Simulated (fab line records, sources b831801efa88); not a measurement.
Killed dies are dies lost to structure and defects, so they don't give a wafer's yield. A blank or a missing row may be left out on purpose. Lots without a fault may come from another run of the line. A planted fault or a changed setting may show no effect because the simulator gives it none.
fab line records | flow sky130
record lots=5 wafers=15 last_day=50
route steps=708 shown SD_N@358 SD_P@359 RES_XHIGH@360 SALICIDE@361 LI_CONTACT@362 LOCAL_INTERCONNECT@387
lots that met no fault: from a run of the same line without faults
start_h: hours from the record's first day to the start of the lot's first wafer shown | wait_h: hours since the lot's step before | " the same as in the row above | L1.1+2: a row that stands for several wafers | - no value, or no start given | * or withheld: withheld | < > ~ a bound
route shown NAME@n: a module of which the file shows steps, and the number in the route of the first | usual: mean/standard deviation of fault-free wafers | same: alike in all rows | chamber/n: place in a boat | sites: the reading at each site | _std_site: their standard deviation | _edge_site: outer sites' mean less inner sites' | radius_mm: how far each site lies from the wafer's centre | mask NAME#n: copy n | behind: the tool/chamber that last shaped the wafer | hold: why the lot was held/for how many hours/how that ended | device: the transistor (n, p or np) that didn't switch | end of line: the same wafers' tests at the end of the route | a step without rows: its recipe alone | killed: dies lost to structure and defects at the first sort, not the wafer's yield | map: a wafer's dies, x killed, . not, _ none there
set.NAME: the setting as run; set.NAME@STEP: as run at that earlier step | model.NAME: the simulator's own value behind a step, which no gauge read
lots at some steps of the route; a table a step, a row a wafer
services: from which hour (start_h, from the record's first day; less than 0 if before it) a tool's chamber was out of use, for how many hours, and why
## steps
# step SKY_SD_N_RS_MEAS_16
# recipe thk_meas_gauge=four-point-probe
# usual SD_N_RS=68.63/0.12
# columns lot.wafer tool chamber start_h wait_h SD_N_RS[ohm/sq]
L076.2 film_metro-03 - 679.76 0.1 68.66
L076.3 " - " " 68.61
L076.5 " - " " 68.51
L083.1 film_metro-03 - 741.26 0.1 68.56
L083.5 " - " " 68.62
L083.6 " - " " 68.43
L088.1 film_metro-03 - 779.36 0.1 68.78
L088.2 " - " " 68.82
L088.4 " - " " 68.63
L091.3 film_metro-04 - 803.75 0.1 68.62
L091.4 " - " " 68.53
L091.6 " - " " 68.61
L092.1 film_metro-04 - 806.05 0.1 68.59
L092.2 " - " " 68.56
L092.6 " - " " 68.58
# step SKY_SD_N_RS_MEAS_17
# recipe thk_meas_gauge=four-point-probe
# usual SD_P_RS=147.2/0.37
# columns lot.wafer tool chamber start_h wait_h SD_P_RS[ohm/sq]
L076.2 film_metro-03 - 679.88 0.1 147.0
L076.3 " - " " 147.2
L076.5 " - " " 147.5
L083.1 film_metro-03 - 741.38 0.1 147.3
L083.5 " - " " 147.2
L083.6 " - " " 146.9
L088.1 film_metro-03 - 779.48 0.1 147.7
L088.2 " - " " 147.3
L088.4 " - " " 147.7
L091.3 film_metro-04 - 803.87 0.1 147.7
L091.4 " - " " 147.6
L091.6 " - " " 147.8
L092.1 film_metro-04 - 806.17 0.1 146.8
L092.2 " - " " 146.7
L092.6 " - " " 146.8
# step SKY_SD_N_RS_MEAS_18
# recipe thk_meas_gauge=four-point-probe
# usual RES_XHIGH_RS=335.9/1.1
# columns lot.wafer tool chamber start_h wait_h RES_XHIGH_RS[ohm/sq]
L076.2 film_metro-03 - 680.00 0.1 337.0
L076.3 " - " " 336.6
L076.5 " - " " 335.9
L083.1 film_metro-03 - 741.50 0.1 334.7
L083.5 " - " " 334.5
L083.6 " - " " 333.8
L088.1 film_metro-03 - 779.60 0.1 335.8
L088.2 " - " " 336.2
L088.4 " - " " 336.0
L091.3 film_metro-04 - 803.99 0.1 336.2
L091.4 " - " " 335.3
L091.6 " - " " 335.3
L092.1 film_metro-04 - 806.29 0.1 335.6
L092.2 " - " " 335.8
L092.6 " - " " 337.2
# step SKY_SALICIDE_CLEAN_00
# recipe chemistry=HF-last time_s=30 dilution=100:1 dry=ipa_marangoni
# columns lot.wafer tool chamber start_h wait_h
L076.2+3+5 wet_bench-01 0 680.10 0.1
L083.1+5+6 wet_bench-01 3 741.62 0.1
L088.1+2+4 wet_bench-01 0 779.72 0.1
L091.3+4+6 wet_bench-01 3 804.07 0.1
L092.1+2+6 wet_bench-04 1 806.41 0.1
# step SKY_LI_CONTACT_HDPCVD_00
# recipe material=PSG target_thk_nm=930 sigma_open_frac=0.3 time_s=153 temp_c=600 sih4_flow_sccm=60 pressure_mtorr=6
# columns lot.wafer tool chamber start_h wait_h
L076.2+3+5 hdpcvd-01 0,1,0 680.12 0.0
L083.1+5+6 hdpcvd-01 2,0,2 741.64 0.0
L088.1+2+4 hdpcvd-02 1,0,2 779.74 0.0
L091.3+4+6 hdpcvd-01 2,0,1 804.09 0.0
L092.1+2+6 hdpcvd-01 2,1,1 806.43 0.0
# step SKY_LI_CONTACT_THK_MEAS_01
# recipe reads=PSG_of_LI_CONTACT_HDPCVD_00
# usual LI_CONTACT_HDPCVD_THK=918/7.9
# columns lot.wafer tool chamber start_h wait_h LI_CONTACT_HDPCVD_THK[nm]
L076.2 film_metro-04 - 680.23 0.1 910
L076.3 " - " " 917
L076.5 " - " " 916
L083.1 film_metro-01 - 741.74 0.1 919
L083.5 " - " " 904
L083.6 " - " " 919
L088.1 film_metro-04 - 779.84 0.1 924
L088.2 " - " " 913
L088.4 " - " " 923
L091.3 film_metro-01 - 804.21 0.1 929
L091.4 " - " " 920
L091.6 " - " " 935
L092.1 film_metro-01 - 806.53 0.1 924
L092.2 " - " " 923
L092.6 " - " " 916
# step SKY_LI_CONTACT_CMP_02
# recipe material=PSG down_force_psi=4 platen_rpm=60 pad_velocity_m_s=0.94248
# usual edge_zone_pressure_frac=0.999/0.0048 motor_current_A=12.2/1.5 platen_rpm=60.00/0.034 slurry_filter_dp_kPa=13.50/0.13 time_to_endpoint_s=30.8/2.1
# columns lot.wafer tool chamber start_h wait_h edge_zone_pressure_frac motor_current_A platen_rpm slurry_filter_dp_kPa time_to_endpoint_s
L076.2 cmp-01 2 680.33 0.1 0.994 12.9 60.07 13.50 30.3
L076.3 " 3 " " 0.996 12.4 59.96 13.42 31.8
L076.5 " 2 " " 1.005 12.2 60.02 13.34 30.4
L083.1 cmp-02 1 741.85 0.1 0.995 12.6 60.01 13.51 26.7
L083.6 " 0 " " 1.014 8.4 60.00 13.44 29.6
L083.5 " 1 " " 1.006 12.9 60.04 13.55 27.5
L088.4 cmp-01 3 779.90 0.0 1.005 12.9 60.01 13.48 31.1
L088.1 " 0 " " 0.997 12.3 59.92 13.73 31.5
L088.2 " 1 " " 0.992 12.0 60.04 13.43 30.9
L091.3 cmp-01 0 804.25 0.0 1.004 11.7 59.96 13.50 31.6
L091.4 " 3 " " 0.990 12.8 60.00 13.59 31.3
L091.6 " 1 " " 0.989 12.9 60.05 13.27 32.1
L092.1 cmp-02 1 806.59 0.1 1.001 12.7 59.98 13.53 30.8
L092.2 " 3 " " 1.001 14.7 60.00 13.65 30.6
L092.6 " 1 " " 0.996 12.4 59.99 13.34 33.2
# step SKY_LI_CONTACT_BOW_MEAS_03
# recipe mode=bow
# usual LI_CONTACT_BOW=57/7
# columns lot.wafer tool chamber start_h wait_h LI_CONTACT_BOW[um]
L076.2 film_metro-03 - 680.60 0.2 44
L076.3 " - " " 66
L076.5 " - " " 59
L083.1 film_metro-03 - 742.10 0.2 50
L083.5 " - " " 53
L083.6 " - " " 59
L088.1 film_metro-01 - 780.20 0.2 53
L088.2 " - " " 48
L088.4 " - " " 55
L091.3 film_metro-01 - 804.59 0.3 52
L091.4 " - " " 54
L091.6 " - " " 50
L092.1 film_metro-04 - 806.89 0.2 64
L092.2 " - " " 41
L092.6 " - " " 65
# step SKY_LI_CONTACT_DEHYDRATE_04
# recipe temp_c=200 time_s=60
# usual heater_power_total_W=160.35/0.12
# columns lot.wafer tool chamber start_h wait_h heater_power_total_W
L076.2 litho_track-04 0 693.78 13.2 160.38
L076.3 " 0 " " 160.34
L076.5 " 0 " " 160.24
L083.1 litho_track-03 0 756.27 14.1 160.54
L083.5 " 0 " " 160.55
L083.6 " 0 " " 160.31
L088.1 litho_track-01 0 792.90 12.7 160.52
L088.2 " 0 " " 160.37
L088.4 " 0 " " 160.42
L091.3 litho_track-04 0 817.30 12.7 160.35
L091.4 " 0 " " 160.37
L091.6 " 0 " " 160.31
L092.1 litho_track-03 0 819.67 12.8 160.15
L092.2 " 0 " " 160.59
L092.6 " 0 " " 160.40
# step SKY_LI_CONTACT_HMDS_05
# recipe prime_time_s=60 prime_temp_c=120
# columns lot.wafer tool chamber start_h wait_h
L076.2+3+5 litho_track-04 0 693.93 0.1
L083.1+5+6 litho_track-03 0 756.42 0.1
L088.1+2+4 litho_track-01 0 793.05 0.1
L091.3+4+6 litho_track-04 0 817.45 0.1
L092.1+2+6 litho_track-03 0 819.82 0.1
# step SKY_LI_CONTACT_COAT_06
# recipe resist=BARC temp_c=withheld time_s=withheld spin_rpm=3000 resist_thk_nm=60
# columns lot.wafer tool chamber start_h wait_h
L076.2+3+5 litho_track-04 0 694.08 0.1
L083.1+5+6 litho_track-03 0 756.57 0.1
L088.1+2+4 litho_track-01 0 793.20 0.1
L091.3+4+6 litho_track-04 0 817.60 0.1
L092.1+2+6 litho_track-03 0 819.97 0.1
# step SKY_LI_CONTACT_COAT_07
# recipe resist=KrF-thick spin_rpm=3000 resist_thk_nm=450
# columns lot.wafer tool chamber start_h wait_h
L076.2+3+5 litho_track-04 0 - -
L083.1+5+6 litho_track-03 0 - -
L088.1+2+4 litho_track-01 0 - -
L091.3+4+6 litho_track-04 0 - -
L092.1+2+6 litho_track-03 0 - -
# step SKY_LI_CONTACT_SOFTBAKE_08
# recipe temp_c=100 time_s=90 resist=KrF-thick
# usual heater_power_total_W=57.36/0.11
# columns lot.wafer tool chamber start_h wait_h heater_power_total_W
L076.2 litho_track-04 0 - - 57.44
L076.3 " 0 " " 57.39
L076.5 " 0 " " 57.30
L083.1 litho_track-03 0 - - 57.29
L083.5 " 0 " " 57.17
L083.6 " 0 " " 57.45
L088.1 litho_track-01 0 - - 57.33
L088.2 " 0 " " 57.26
L088.4 " 0 " " 57.21
L091.3 litho_track-04 0 - - 57.42
L091.4 " 0 " " 57.37
L091.6 " 0 " " 57.29
L092.1 litho_track-03 0 - - 57.46
L092.2 " 0 " " 57.56
L092.6 " 0 " " 57.15
# step SKY_LI_CONTACT_EXPOSE_09
# recipe mask_id=LICM1 na=0.8 source_shape=annular sigma_inner=0.55 sigma_outer=0.85 target_cd_nm=170 dose_mj=38
# usual exposure_dose_mJ_cm2=38.02/0.1
# columns lot.wafer tool chamber start_h wait_h mask exposure_dose_mJ_cm2
L076.2 krf_scanner-01 0 - - LICM1#0 38.02
L076.3 " 0 " " LICM1#0 38.01
L076.5 " 0 " " LICM1#0 38.04
L083.1 krf_scanner-02 0 - - LICM1#0 37.93
L083.5 " 0 " " LICM1#0 37.86
L083.6 " 0 " " LICM1#0 37.93
L088.1 krf_scanner-02 0 - - LICM1#0 37.94
L088.2 " 0 " " LICM1#0 37.93
L088.4 " 0 " " LICM1#0 37.94
L091.3 krf_scanner-02 0 - - LICM1#0 37.94
L091.4 " 0 " " LICM1#0 37.95
L091.6 " 0 " " LICM1#0 37.95
L092.1 krf_scanner-02 0 - - LICM1#0 37.94
L092.2 " 0 " " LICM1#0 37.95
L092.6 " 0 " " LICM1#0 37.93
# step SKY_LI_CONTACT_PEB_10
# recipe peb_temp_c=withheld peb_time_s=withheld resist=KrF-thick
# columns lot.wafer tool chamber start_h wait_h
L076.2+3+5 litho_track-04 0 - -
L083.1+5+6 litho_track-03 0 - -
L088.1+2+4 litho_track-04 0 - -
L091.3+4+6 litho_track-01 0 - -
L092.1+2+6 litho_track-04 0 - -
# step SKY_LI_CONTACT_DEVELOP_11
# recipe develop_time_s=60 resist=KrF-thick dev_temp_c=21
# columns lot.wafer tool chamber start_h wait_h
L076.2+3+5 litho_track-04 0 - -
L083.1+5+6 litho_track-03 0 - -
L088.1+2+4 litho_track-04 0 - -
L091.3+4+6 litho_track-01 0 - -
L092.1+2+6 litho_track-04 0 - -
# step SKY_LI_CONTACT_CD_MEAS_12
# recipe target_cd_nm=170
# usual cd_nm=169.8/1.9
# columns lot.wafer tool chamber start_h wait_h cd_nm
L076.2 cd_sem-02 - 708.02 - 167.3
L076.3 " - " " 168.7
L076.5 " - " " 166.9
L083.1 cd_sem-01 - 770.22 - 171.5
L083.5 " - " " 170.0
L083.6 " - " " 170.2
L088.1 cd_sem-01 - 807.80 - 170.4
L088.2 " - " " 171.1
L088.4 " - " " 169.3
L091.3 cd_sem-01 - 831.94 - 171.5
L091.4 " - " " 171.7
L091.6 " - " " 173.0
L092.1 cd_sem-01 - 833.95 - 172.6
L092.2 " - " " 173.2
L092.6 " - " " 172.1
# step SKY_LI_CONTACT_OVL_MEAS_13
# usual LI_CONTACT_OVL=4/5.8
# columns lot.wafer tool chamber start_h wait_h LI_CONTACT_OVL[nm]
L076.2 overlay-01 - 708.13 0.1 1
L076.3 " - " " -2
L076.5 " - " " 6
L083.1 overlay-02 - 770.34 0.1 16
L083.5 " - " " 17
L083.6 " - " " 4
L088.1 overlay-02 - 807.92 0.1 7
L088.2 " - " " 6
L088.4 " - " " 8
L091.3 overlay-02 - 832.03 0.1 6
L091.4 " - " " 6
L091.6 " - " " 2
L092.1 overlay-02 - 834.07 0.1 6
L092.2 " - " " -1
L092.6 " - " " -8
# step SKY_LI_CONTACT_ETCH_14
# recipe chemistry=N2/H2 target=BARC ion_energy_ev=200 source_w=500 bias_w=100 pressure_mtorr=30 n2_flow_sccm=100 h2_flow_sccm=200 stop_on=SiO2 time_s=45.9 target_depth_a=600
# usual drypump_motor_current_A=5.7/0.42 oes_product_au=0.855/0.0048 throttle_valve_pct=13.224/0.0081
# columns lot.wafer tool chamber start_h wait_h drypump_motor_current_A oes_product_au rf_hours_counter_h throttle_valve_pct
L076.2 rie_diel-03 2 708.16 0.0 6.1 0.852 20 13.218
L076.3 " 1 " " 5.8 0.850 19 13.224
L076.5 " 2 " " 6.1 0.855 - 13.215
L083.1 rie_diel-03 2 770.37 0.0 6.1 0.851 21 13.217
L083.5 " 2 " " 6.1 0.850 - 13.231
L083.6 " 1 " " 5.8 0.859 - 13.232
L088.1 rie_diel-02 3 807.96 0.0 5.9 0.866 2 13.227
L088.2 " 1 " " 5.2 0.854 15 13.241
L088.4 " 0 " " 5.5 0.858 18 13.212
L091.3 rie_diel-03 1 832.05 0.0 5.8 0.854 22 13.233
L091.4 " 3 " " 5.4 0.856 11 13.227
L091.6 " 1 " " 5.8 0.857 - 13.228
L092.1 rie_diel-03 1 834.11 0.0 5.8 0.850 22 13.219
L092.2 " 3 " " 5.4 0.855 11 13.219
L092.6 " 0 " " 5.2 0.858 - 13.221
# step SKY_LI_CONTACT_ETCH_15
# recipe target=PSG chemistry=C4F8/O2/Ar stop_on=Si taper_deg=4.15 mask_material=KrF-thick source_w=1500 bias_w=1200 pressure_mtorr=40 c4f8_flow_sccm=withheld O2_flow_sccm=6 Ar_flow_sccm=300 time_s=withheld target_depth_a=6000
# usual oes_product_au=0.836/0.005
# columns lot.wafer tool chamber start_h wait_h oes_product_au
L076.2 rie_diel-03 2 708.20 0.0 0.838
L076.3 " 1 " " 0.833
L076.5 " 2 " " 0.841
L083.1 rie_diel-03 2 770.41 0.0 0.835
L083.5 " 2 " " 0.833
L083.6 " 1 " " 0.833
L088.1 rie_diel-02 3 808.00 0.0 0.839
L088.2 " 1 " " 0.833
L088.4 " 0 " " 0.832
L091.3 rie_diel-03 1 832.09 0.0 0.835
L091.4 " 3 " " 0.837
L091.6 " 1 " " 0.844
L092.1 rie_diel-03 1 834.15 0.0 0.833
L092.2 " 3 " " 0.835
L092.6 " 0 " " 0.849
# step SKY_LI_CONTACT_STRIP_16
# recipe chemistry=O2/N2 power_w=1400 pressure_mtorr=1500 platen_temp_c=withheld o2_flow_sccm=3000 n2_flow_sccm=300 overash_fraction=0.5
# usual drypump_motor_current_A=5.5/0.37 oes_product_au=0.375/0.0046 strip_time_to_endpoint_s=3.481/0.025
# columns lot.wafer tool chamber start_h wait_h drypump_motor_current_A oes_product_au rf_hours_counter_h strip_time_to_endpoint_s
L076.2 plasma_asher-01 1 708.28 - 5.7 0.381 28 3.523
L076.3 " 1 " " 5.7 0.379 - 3.481
L076.5 " 0 " " 5.2 0.379 - 3.479
L083.1 plasma_asher-04 0 770.50 - 5.6 0.374 3 3.516
L083.5 " 1 " " 6.3 0.378 - 3.492
L083.6 " 0 " " 5.6 0.378 - 3.481
L088.1 plasma_asher-04 1 808.08 - 6.3 0.370 6 3.505
L088.2 " 0 " " 5.6 0.377 6 3.491
L088.4 " 1 " " 6.3 0.377 - 3.505
L091.3 plasma_asher-04 1 832.21 - 6.3 0.369 - 3.489
L091.4 " 0 " " 5.6 0.374 - 3.461
L091.6 " 1 " " 6.3 0.377 - 3.489
L092.1 plasma_asher-04 1 834.23 - 6.3 0.369 9 3.457
L092.2 " 0 " " 5.6 0.378 9 3.456
L092.6 " 0 " " 5.6 0.368 - 3.460
# step SKY_LI_CONTACT_CLEAN_17
# recipe chemistry=NMP time_s=600 temp_c=60 dry=n2_spin
# columns lot.wafer tool chamber start_h wait_h
L076.2+3+5 wet_bench-02 2 708.38 0.1
L083.1+5+6 wet_bench-01 0 770.60 0.1
L088.1+2+4 wet_bench-03 3 808.18 0.1
L091.3+4+6 wet_bench-02 1 832.28 0.0
L092.1+2+6 wet_bench-01 1 834.33 0.1
# step SKY_LI_CONTACT_PRE_CLEAN_18
# recipe gas=Ar time_s=5.6 bias_v=358
# columns lot.wafer tool chamber start_h wait_h
L076.2+3+5 pvd_sputter-03 - 708.56 0.0
L083.1+5+6 pvd_sputter-01 - 770.79 0.0
L088.1+2+4 pvd_sputter-02 - 808.36 0.0
L091.3+4+6 pvd_sputter-02 - 832.45 0.0
L092.1+2+6 pvd_sputter-02 - 834.51 0.0
# step SKY_LI_CONTACT_SPUTTER_19
# recipe material=Ti target_thk_nm=20 chamber_pressure_pa=5 power_w=2500 substrate_temp_c=200 time_s=106.37
# usual throttle_valve_pct=29.7/1.1
# columns lot.wafer tool chamber start_h wait_h throttle_valve_pct
L076.2 pvd_sputter-03 - 708.58 0.0 29.7
L076.3 " - " " 29.5
L076.5 " - " " 29.2
L083.1 pvd_sputter-01 - 770.81 0.0 29.4
L083.5 " - " " 29.6
L083.6 " - " " 30.7
L088.1 pvd_sputter-02 - 808.38 0.0 27.8
L088.2 " - " " 29.0
L088.4 " - " " 30.6
L091.3 pvd_sputter-02 - 832.47 0.0 28.8
L091.4 " - " " 27.9
L091.6 " - " " 28.9
L092.1 pvd_sputter-02 - 834.53 0.0 27.7
L092.2 " - " " 30.4
L092.6 " - " " 30.5
# step SKY_LI_CONTACT_SPUTTER_20
# recipe material=TiN target_thk_nm=20 chamber_pressure_pa=5 power_w=4000 time_s=80
# usual throttle_valve_pct=29.7/1.1
# columns lot.wafer tool chamber start_h wait_h throttle_valve_pct
L076.2 pvd_sputter-03 - 708.65 0.0 29.7
L076.3 " - " " 29.4
L076.5 " - " " 29.1
L083.1 pvd_sputter-01 - 770.89 0.0 29.5
L083.5 " - " " 29.5
L083.6 " - " " 30.5
L088.1 pvd_sputter-02 - 808.46 0.0 27.9
L088.2 " - " " 28.8
L088.4 " - " " 30.7
L091.3 pvd_sputter-02 - 832.55 0.0 29.1
L091.4 " - " " 27.8
L091.6 " - " " 29.1
L092.1 pvd_sputter-02 - 834.61 0.0 27.7
L092.2 " - " " 30.6
L092.6 " - " " 30.5
# step SKY_LI_CONTACT_CVD_21
# recipe material=W target_thk_nm=400 time_s=120.56 temp_c=400 pressure_torr=40
# usual heater_power_outer_w=504/48 heater_power_w=847/100
# columns lot.wafer tool chamber start_h wait_h heater_power_outer_w heater_power_w since_wet_clean_h
L076.2 cvd_w-01 0 708.72 0.0 411 652 805
L076.3 " 0 " " 409 641 -
L076.5 " 1 " " 556 917 -
L083.1 cvd_w-02 1 770.95 0.0 496 885 367
L083.5 " 0 " " 539 869 -
L083.6 " 1 " " 517 877 -
L088.1 cvd_w-01 0 808.52 0.0 414 639 905
L088.2 " 1 " " 553 946 905
L088.4 " 1 " " 576 920 -
L091.3 cvd_w-02 0 832.65 0.1 519 886 -
L091.4 " 1 " " 507 878 -
L091.6 " 1 " " 493 900 -
L092.1 cvd_w-02 0 834.67 0.0 526 840 431
L092.2 " 1 " " 483 876 431
L092.6 " 0 " " 529 862 -
# step SKY_LI_CONTACT_RS_MEAS_22
# recipe thk_meas_gauge=four-point-probe reads=W_of_LI_CONTACT_CVD_21+TiN_of_LI_CONTACT_SPUTTER_20+Ti_of_LI_CONTACT_SPUTTER_19
# usual LI_CONTACT_W_RS=0.283/0.0044
# columns lot.wafer tool chamber start_h wait_h LI_CONTACT_W_RS[ohm/sq]
L076.2 film_metro-04 - 708.86 0.1 0.278
L076.3 " - " " 0.282
L076.5 " - " " 0.288
L083.1 film_metro-04 - 771.07 0.1 0.284
L083.5 " - " " 0.276
L083.6 " - " " 0.284
L088.1 film_metro-01 - 808.64 0.1 0.282
L088.2 " - " " 0.289
L088.4 " - " " 0.292
L091.3 film_metro-04 - 832.78 0.1 0.277
L091.4 " - " " 0.285
L091.6 " - " " 0.286
L092.1 film_metro-03 - 834.79 0.1 0.277
L092.2 " - " " 0.288
L092.6 " - " " 0.279
# step SKY_LI_CONTACT_THK_MEAS_23
# recipe thk_meas_gauge=xrf reads=W_of_LI_CONTACT_CVD_21
# usual LI_CONTACT_W_THK=415/7.9
# columns lot.wafer tool chamber start_h wait_h LI_CONTACT_W_THK[nm]
L076.2 film_metro-04 - 708.97 0.1 424
L076.3 " - " " 419
L076.5 " - " " 405
L083.1 film_metro-04 - 771.19 0.1 409
L083.5 " - " " 426
L083.6 " - " " 414
L088.1 film_metro-01 - 808.76 0.1 417
L088.2 " - " " 406
L088.4 " - " " 401
L091.3 film_metro-04 - 832.88 0.1 430
L091.4 " - " " 415
L091.6 " - " " 416
L092.1 film_metro-03 - 834.91 0.1 418
L092.2 " - " " 402
L092.6 " - " " 415
# step SKY_LI_CONTACT_CMP_24
# recipe stop_on=PSG t_overpolish_s=20 down_force_psi=3.5 platen_rpm=60 target_thk_nm=0 pad_velocity_m_s=0.94248
# usual edge_zone_pressure_frac=0.999/0.0051 motor_current_A=11.2/1.7 overpolish_run_s=20.000/0.0082 platen_rpm=60.00/0.036 slurry_filter_dp_kPa=13.50/0.14 time_to_endpoint_s=97/3.9
# columns lot.wafer tool chamber start_h wait_h edge_zone_pressure_frac motor_current_A overpolish_run_s platen_rpm slurry_filter_dp_kPa time_to_endpoint_s
L076.3 cmp-01 0 709.04 0.1 0.998 10.5 20.008 60.02 13.81 101
L076.2 " 2 " " 1.000 11.0 20.000 60.02 13.79 103
L076.5 " 0 " " 0.990 10.8 20.012 60.04 13.39 95
L083.1 cmp-02 2 771.40 0.2 0.998 11.0 19.993 59.99 13.63 94
L083.6 " 3 " " 1.010 13.1 20.007 60.02 13.42 94
L083.5 " 0 " " 1.006 8.4 19.987 59.96 13.49 96
L088.4 cmp-01 1 808.82 0.0 1.003 11.1 20.007 60.03 13.42 91
L088.2 " 2 " " 1.004 11.5 20.007 60.02 13.73 94
L088.1 " 3 " " 1.001 12.1 20.020 60.05 13.35 101
L091.4 cmp-02 2 833.02 0.1 1.004 11.0 19.992 59.94 13.42 97
L091.3 " 3 " " 1.011 14.3 19.997 59.95 13.43 99
L091.6 " 1 " " 1.004 11.7 20.006 60.02 13.45 98
L092.1 cmp-01 0 834.97 0.1 0.996 11.0 20.011 60.05 13.55 96
L092.2 " 3 " " 1.001 11.2 20.009 59.96 13.68 98
L092.6 " 1 " " 1.000 11.4 20.002 60.05 13.48 95
# step SKY_LOCAL_INTERCONNECT_SPUTTER_00
# recipe material=TiN target_thk_nm=100 temp_c=300 power_w=6500 time_s=83.3 chamber_pressure_pa=0.4
# usual throttle_valve_pct=29.6/0.73
# columns lot.wafer tool chamber start_h wait_h throttle_valve_pct
L076.2 pvd_sputter-02 - 709.34 0.1 29.0
L076.3 " - " " 30.5
L076.5 " - " " 27.7
L083.1 pvd_sputter-03 - 771.55 0.1 29.4
L083.5 " - " " 31.0
L083.6 " - " " 28.9
L088.1 pvd_sputter-03 - 809.12 0.1 29.3
L088.2 " - " " 30.7
L088.4 " - " " 29.8
L091.3 pvd_sputter-04 - 833.22 0.1 29.0
L091.4 " - " " 30.4
L091.6 " - " " 28.8
L092.1 pvd_sputter-04 - 835.27 0.2 29.1
L092.2 " - " " 30.2
L092.6 " - " " 29.2
# step SKY_LOCAL_INTERCONNECT_RS_MEAS_01
# recipe thk_meas_gauge=four-point-probe reads=TiN_of_LOCAL_INTERCONNECT_SPUTTER_00
# usual LOCAL_INTERCONNECT_TIN_RS=14.20/0.14
# columns lot.wafer tool chamber start_h wait_h LOCAL_INTERCONNECT_TIN_RS[ohm/sq]
L076.2 film_metro-04 - 709.43 0.1 14.35
L076.3 " - " " 14.23
L076.5 " - " " 14.16
L083.1 film_metro-02 - 771.61 0.0 14.02
L083.5 " - " " 13.97
L083.6 " - " " 14.03
L088.1 film_metro-04 - 809.18 0.0 14.14
L088.2 " - " " 14.14
L088.4 " - " " 14.12
L091.3 film_metro-01 - 833.32 0.1 14.17
L091.4 " - " " 14.13
L091.6 " - " " 14.23
L092.1 film_metro-02 - 835.33 0.0 14.16
L092.2 " - " " 14.15
L092.6 " - " " 14.28
# step SKY_LOCAL_INTERCONNECT_THK_MEAS_02
# recipe thk_meas_gauge=xrf reads=TiN_of_LOCAL_INTERCONNECT_SPUTTER_00
# usual LOCAL_INTERCONNECT_TIN_THK=98.7/1.1
# columns lot.wafer tool chamber start_h wait_h LOCAL_INTERCONNECT_TIN_THK[nm]
L076.2 film_metro-04 - 709.54 0.1 97.2
L076.3 " - " " 98.3
L076.5 " - " " 98.2
L083.1 film_metro-02 - 771.73 0.1 100.0
L083.5 " - " " 100.5
L083.6 " - " " 99.8
L088.1 film_metro-04 - 809.30 0.1 99.5
L088.2 " - " " 99.7
L088.4 " - " " 100.1
L091.3 film_metro-01 - 833.42 0.1 99.1
L091.4 " - " " 99.4
L091.6 " - " " 98.4
L092.1 film_metro-02 - 835.45 0.1 99.0
L092.2 " - " " 98.5
L092.6 " - " " 98.3
# step SKY_LOCAL_INTERCONNECT_DEHYDRATE_03
# recipe temp_c=200 time_s=60
# usual heater_power_total_W=160.38/0.13
# columns lot.wafer tool chamber start_h wait_h heater_power_total_W
L076.2 litho_track-02 0 723.84 14.3 160.27
L076.3 " 0 " " 160.42
L076.5 " 0 " " 160.36
L083.1 litho_track-04 0 785.15 13.4 160.49
L083.5 " 0 " " 160.42
L083.6 " 0 " " 160.46
L088.1 litho_track-02 0 821.92 12.6 160.15
L088.2 " 0 " " 160.39
L088.4 " 0 " " 160.61
L091.3 litho_track-04 0 845.95 12.5 160.39
L091.4 " 0 " " 160.29
L091.6 " 0 " " 160.58
L092.1 litho_track-03 0 848.02 12.6 160.20
L092.2 " 0 " " 160.15
L092.6 " 0 " " 160.26
# step SKY_LOCAL_INTERCONNECT_HMDS_04
# recipe prime_time_s=60 prime_temp_c=120
# columns lot.wafer tool chamber start_h wait_h
L076.2+3+5 litho_track-02 0 723.99 0.1
L083.1+5+6 litho_track-04 0 785.30 0.1
L088.1+2+4 litho_track-02 0 822.07 0.1
L091.3+4+6 litho_track-04 0 846.10 0.1
L092.1+2+6 litho_track-03 0 848.17 0.1
# step SKY_LOCAL_INTERCONNECT_COAT_05
# recipe resist=BARC temp_c=withheld time_s=withheld spin_rpm=3000 resist_thk_nm=59.23
# columns lot.wafer tool chamber start_h wait_h
L076.2+3+5 litho_track-02 0 724.14 0.1
L083.1+5+6 litho_track-04 0 785.45 0.1
L088.1+2+4 litho_track-02 0 822.22 0.1
L091.3+4+6 litho_track-04 0 846.25 0.1
L092.1+2+6 litho_track-03 0 848.32 0.1
# step SKY_LOCAL_INTERCONNECT_COAT_06
# recipe resist=KrF-thick spin_rpm=3000 resist_thk_nm=450
# columns lot.wafer tool chamber start_h wait_h
L076.2+3+5 litho_track-02 0 - -
L083.1+5+6 litho_track-04 0 - -
L088.1+2+4 litho_track-02 0 - -
L091.3+4+6 litho_track-04 0 - -
L092.1+2+6 litho_track-03 0 - -
# step SKY_LOCAL_INTERCONNECT_SOFTBAKE_07
# recipe temp_c=100 time_s=90 resist=KrF-thick
# usual heater_power_total_W=57.35/0.11
# columns lot.wafer tool chamber start_h wait_h heater_power_total_W
L076.2 litho_track-02 0 - - 57.27
L076.3 " 0 " " 57.21
L076.5 " 0 " " 57.46
L083.1 litho_track-04 0 - - 57.27
L083.5 " 0 " " 57.28
L083.6 " 0 " " 57.33
L088.1 litho_track-02 0 - - 57.23
L088.2 " 0 " " 57.45
L088.4 " 0 " " 57.27
L091.3 litho_track-04 0 - - 57.24
L091.4 " 0 " " 57.25
L091.6 " 0 " " 57.52
L092.1 litho_track-03 0 - - 57.32
L092.2 " 0 " " 57.43
L092.6 " 0 " " 57.28
## services
# columns tool chamber start_h hours kind
cmp-02 - 661.10 0.8 repair
cmp-01 - 661.85 0.2 repair
cmp-01 - 662.88 1.9 repair
krf_scanner-02 - 663.74 0.5 repair
cmp-02 - 669.53 5.0 pm
krf_scanner-02 - 679.19 0.8 pm
pvd_sputter-03 - 682.79 1.1 repair
krf_scanner-02 - 694.24 0.3 repair
cmp-02 - 703.17 0.4 repair
cmp-02 - 703.61 11.7 pm
krf_scanner-02 - 705.34 1.0 pm
rie_diel-03 - 712.79 15.6 pm
pvd_sputter-03 - 715.73 3.1 repair
wet_bench-01 - 725.09 1.5 repair
plasma_asher-04 - 733.75 9.0 pm
cmp-02 - 744.00 4.0 pm
hdpcvd-01 - 749.49 14.6 pm
krf_scanner-02 - 753.46 0.8 pm
cmp-01 - 756.43 15.7 repair
cmp-02 - 760.24 1.0 repair
plasma_asher-04 - 762.01 3.9 repair
pvd_sputter-03 - 774.37 1.2 repair
krf_scanner-02 - 778.00 0.7 repair
pvd_sputter-03 - 796.29 2.3 repair
## key
fault none
